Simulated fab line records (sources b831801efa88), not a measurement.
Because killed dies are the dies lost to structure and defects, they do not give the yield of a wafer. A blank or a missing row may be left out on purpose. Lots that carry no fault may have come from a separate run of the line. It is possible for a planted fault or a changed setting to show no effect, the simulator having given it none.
Matching of chambers	flow sky130	4 sister chambers for SKY_SPACER_ETCHBACK_02 on rie-diel-02
The step etches Si3N4 in CH3F/O2, stops on SiO2, time 46.7 s, target depth 45 nm. 4 wafers are shown with their chamber, then 7 later ones without.

## WAFERS PAIRED WITH THEIR CHAMBERS
wafer	chamber	drypump-motor-current-A (A)
L456.4	1	4.7
L456.5	0	5.8
L459.1	2	5.6
L459.2	3	5.2

## WAFERS WHOSE CHAMBER IS MISSING
wafer	drypump-motor-current-A (A)
L459.6	5.8
L466.1	5.6
L466.2	4.7
L466.6	5.2
L467.1	5.8
L467.2	5.6
L467.4	5.3

## THE CHAMBER EACH PASSED THROUGH
wafer	from the rows above	in truth
L459.6	0	0
L466.1	2	2
L466.2	1	1
L466.6	3	3
L467.1	0	0
L467.2	2	2
L467.4	3	3
Placed correctly: 7 of 7. Left unplaced by these rows: 0. 0 placed wrongly.
How it was worked out, from the rows above alone: a wafer's distance from a chamber is the root of the sum, over the readings, of the square of ((its reading less the chamber's mean) divided by the reading's scatter). If the next closest chamber is less than 2 further off than the closest, the wafer can't be placed; otherwise it belongs to the closest. Each chamber's mean is taken over the wafers shown for it. The scatter (one wafer shown for each chamber): square how far every hidden wafer sits from the nearest shown wafer, average those squares and take the square root.
